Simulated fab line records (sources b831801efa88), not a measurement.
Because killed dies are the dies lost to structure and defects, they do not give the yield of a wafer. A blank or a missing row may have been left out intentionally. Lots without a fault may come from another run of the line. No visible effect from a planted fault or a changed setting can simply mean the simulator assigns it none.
Matching of chambers	flow sky130	cmp-01 running SKY_LI_CONTACT_CMP_24: 4 sister chambers
The step polishes, stops on PSG, t overpolish 20 s, target thk 0 nm. 8 wafers are shown with their chamber, then 7 later ones without.

EACH WAFER AND ITS CHAMBER
wafer	chamber	motor_current_A (A)	retaining_ring_pressure_frac
L801.6	3	10.0	0.997
L802.1	1	11.0	1.000
L802.2	2	11.7	1.003
L803.2	1	11.0	1.007
L803.3	0	10.8	1.001
L803.4	3	10.5	1.001
L814.1	2	11.3	1.000
L814.5	0	11.4	1.000

WAFERS WITH NO CHAMBER GIVEN
wafer	motor_current_A (A)	retaining_ring_pressure_frac
L814.6	10.2	1.000
L817.1	10.9	0.998
L817.3	10.0	1.000
L817.6	11.0	1.000
L818.1	9.7	1.003
L818.2	11.2	0.999
L818.5	11.5	0.994

CHAMBER TAKEN BY EACH
wafer	from the rows above	in truth
L814.6	3	3
L817.1	can't be placed: 0 or 1 or 3 or 2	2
L817.3	3	3
L817.6	can't be placed: 0 or 1 or 2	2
L818.1	can't be placed: 3 or 1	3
L818.2	can't be placed: 0 or 2 or 1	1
L818.5	can't be placed: 2 or 0 or 1 or 3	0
Correct placement for 2 of the 7. These rows do not allow placing 5 (true chamber among the candidates in 5). 0 placed wrongly.
How it was worked out, from the rows above alone: a wafer's distance from a chamber is the root of the sum, over the readings, of the square of ((its reading less the chamber's mean) divided by the reading's scatter). If the next closest chamber is less than 2 further off than the closest, the wafer can't be placed; otherwise it belongs to the closest. Each chamber's mean is taken over the wafers shown for it. How the scatter is found: for the shown wafers, subtract from each reading the mean of its chamber, square and add these, divide the total by (wafers less chambers), then take the root.
